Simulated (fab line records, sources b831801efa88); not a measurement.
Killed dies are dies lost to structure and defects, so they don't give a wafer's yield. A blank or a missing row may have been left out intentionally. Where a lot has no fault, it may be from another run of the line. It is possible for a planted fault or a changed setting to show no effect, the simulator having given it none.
Which tool did it? | flow gf180mcu | 42 wafers from 14 lots sampled at 4 of the route's 602 steps

== WHAT THE GAUGES SHOWED, per wafer ==
GF_SALICIDE_THK_MEAS_05: measures by xrf. Usual: SALICIDE_TIN_THK 20.1 nm, standard deviation 0.36.
lot  | measured     | on            | SALICIDE_TIN_THK (nm) | flag
L505 | day 15 07:56 | film_metro-03 | 19.4 19.6 19.8        |
L509 | day 16 14:01 | film_metro-02 | 19.4 20.0 19.5        |
L510 | day 16 22:49 | film_metro-02 | 19.7 19.5 19.8        |
L511 | day 17 15:17 | film_metro-02 | 19.9 19.9 19.8        |
L518 | day 20 02:31 | film_metro-02 | 19.4 20.1 19.5        |
L519 | day 20 12:42 | film_metro-03 | 20.0 20.0 19.8        |
L520 | day 20 18:31 | film_metro-02 | 20.2 20.0 19.9        |
L521 | day 20 22:15 | film_metro-03 | 19.7 20.0 19.6        |
L522 | day 21 11:36 | film_metro-01 | 20.4 20.3 20.5        |
L523 | day 21 13:44 | film_metro-01 | 20.3 20.3 20.1        |
L524 | day 22 01:33 | film_metro-03 | 20.6 20.6 20.3        |
L526 | day 22 16:50 | film_metro-03 | 20.0 19.8 19.9        |
L527 | day 23 03:06 | film_metro-02 | 20.3 19.8 19.7        |
L528 | day 23 10:47 | film_metro-02 | 20.2 20.6 20.0        |

GF_CONTACT_BOW_MEAS_05. Usual: CONTACT_BOW 65 um, standard deviation 7.2.
lot  | measured     | on            | CONTACT_BOW (um) | flag
L505 | day 15 08:49 | film_metro-01 | 55 51 70         |
L509 | day 16 14:54 | film_metro-03 | 63 51 49         |
L510 | day 16 23:42 | film_metro-01 | 72 69 70         |
L511 | day 17 16:11 | film_metro-01 | 59 54 57         |
L518 | day 20 03:25 | film_metro-03 | 75 72 80         |
L519 | day 20 13:41 | film_metro-04 | 63 61 58         |
L520 | day 20 19:26 | film_metro-03 | 71 61 72         |
L521 | day 20 23:10 | film_metro-03 | 61 75 71         |
L522 | day 21 12:31 | film_metro-01 | 54 70 66         |
L523 | day 21 14:40 | film_metro-04 | 60 53 71         |
L524 | day 22 02:31 | film_metro-01 | 64 69 72         |
L526 | day 22 17:49 | film_metro-04 | 71 60 61         |
L527 | day 23 04:01 | film_metro-01 | 64 73 59         |
L528 | day 23 11:41 | film_metro-04 | 72 77 68         |

== WHICH TOOL RAN EACH LOT (tool, then ch and the chambers of the sampled wafers, then the start) ==
lot  | GF_SALICIDE_RTA_06               | GF_SALICIDE_RTA_08
L505 | rtp_anneal-02 ch 0, day 15 08:00 | rtp_anneal-01 ch 0, day 15 08:11
L509 | rtp_anneal-02 ch 0, day 16 14:04 | rtp_anneal-01 ch 0, day 16 14:16
L510 | rtp_anneal-01 ch 0, day 16 22:52 | rtp_anneal-02 ch 0, day 16 23:04
L511 | rtp_anneal-02 ch 0, day 17 15:21 | rtp_anneal-01 ch 0, day 17 15:33
L518 | rtp_anneal-01 ch 0, day 20 02:35 | rtp_anneal-02 ch 0, day 20 02:47
L519 | rtp_anneal-01 ch 0, day 20 12:46 | rtp_anneal-02 ch 0, day 20 12:57
L520 | rtp_anneal-01 ch 0, day 20 18:36 | rtp_anneal-02 ch 0, day 20 18:47
L521 | rtp_anneal-02 ch 0, day 20 22:19 | rtp_anneal-01 ch 0, day 20 22:30
L522 | rtp_anneal-01 ch 0, day 21 11:40 | rtp_anneal-02 ch 0, day 21 11:53
L523 | rtp_anneal-02 ch 0, day 21 13:49 | rtp_anneal-01 ch 0, day 21 14:02
L524 | rtp_anneal-02 ch 0, day 22 01:37 | rtp_anneal-01 ch 0, day 22 01:53
L526 | rtp_anneal-01 ch 0, day 22 16:53 | rtp_anneal-02 ch 0, day 22 17:10
L527 | rtp_anneal-02 ch 0, day 23 03:11 | rtp_anneal-01 ch 0, day 23 03:22
L528 | rtp_anneal-01 ch 0, day 23 10:52 | rtp_anneal-02 ch 0, day 23 11:03
- GF_SALICIDE_RTA_06: time 30 s.
- GF_SALICIDE_RTA_08: time 30 s.

== AS READ BY THE TOOLS THEMSELVES (means over the sampled wafers that have a number; for cases with no such wafer, the mark the record gives instead) ==
GF_SALICIDE_RTA_06. Usual: lamp_power_pct 5.35 %, standard deviation 0.2; wafer_temp_C_max 532.4, standard deviation 0.54.
lot  | tool          | lamp_power_pct (%) | wafer_temp_C_max | flag
L505 | rtp_anneal-02 | 5.58               | 532.9            |
L509 | rtp_anneal-02 | 4.66               | 531.9            | OFF
L510 | rtp_anneal-01 | 5.18               | 532.2            |
L511 | rtp_anneal-02 | 4.66               | 532.6            | OFF
L518 | rtp_anneal-01 | 5.18               | 532.1            |
L519 | rtp_anneal-01 | 5.18               | 532.7            |
L520 | rtp_anneal-01 | 5.18               | 532.6            |
L521 | rtp_anneal-02 | 5.58               | 532.3            |
L522 | rtp_anneal-01 | 5.18               | 531.9            |
L523 | rtp_anneal-02 | 5.58               | 532.6            |
L524 | rtp_anneal-02 | 5.58               | 532.4            |
L526 | rtp_anneal-01 | 5.18               | 532.1            |
L527 | rtp_anneal-02 | 5.57               | 532.5            |
L528 | rtp_anneal-01 | 5.17               | 532.8            |

GF_SALICIDE_RTA_08. Usual: lamp_power_pct 15.1 %, standard deviation 0.54; wafer_temp_C_max 803.6, standard deviation 0.68.
lot  | tool          | lamp_power_pct (%) | wafer_temp_C_max | flag
L505 | rtp_anneal-01 | 14.4               | 803.6            |
L509 | rtp_anneal-01 | 14.4               | 803.5            |
L510 | rtp_anneal-02 | 15.5               | 803.7            |
L511 | rtp_anneal-01 | 14.4               | 803.9            |
L518 | rtp_anneal-02 | 15.5               | 803.3            |
L519 | rtp_anneal-02 | 15.5               | 803.6            |
L520 | rtp_anneal-02 | 15.5               | 804.9            |
L521 | rtp_anneal-01 | 14.4               | 804.0            |
L522 | rtp_anneal-02 | 15.5               | 803.6            |
L523 | rtp_anneal-01 | 14.4               | 803.2            |
L524 | rtp_anneal-01 | 14.4               | 803.5            |
L526 | rtp_anneal-02 | 15.5               | 804.2            |
L527 | rtp_anneal-01 | 14.4               | 803.3            |
L528 | rtp_anneal-02 | 15.5               | 803.4            |

== THE ANSWER, worked out from the rows above alone ==
Rule: a lot counts as off when the mean over its wafers that have a number is more than 3 standard deviations away from the usual mean. A lot without any number at a reading at which 4 lots or more have one is off too. All remaining lots with rows at the step are treated as sound. Order of review: gauges by route order, followed by the tools' own readings, for which a lot's mean as printed above is used. At the first step where some lot is off, the reading lying furthest off is the one used; lots without a number count as furthest.
Off, at GF_SALICIDE_RTA_06 on lamp_power_pct: L509, L511.
A tool fits if, at that step or a process step before it, it ran every lot that is off, and no sound lot after the first of them. None of those tried fits.

== WHAT THE SIMULATOR HAD INSERTED ==
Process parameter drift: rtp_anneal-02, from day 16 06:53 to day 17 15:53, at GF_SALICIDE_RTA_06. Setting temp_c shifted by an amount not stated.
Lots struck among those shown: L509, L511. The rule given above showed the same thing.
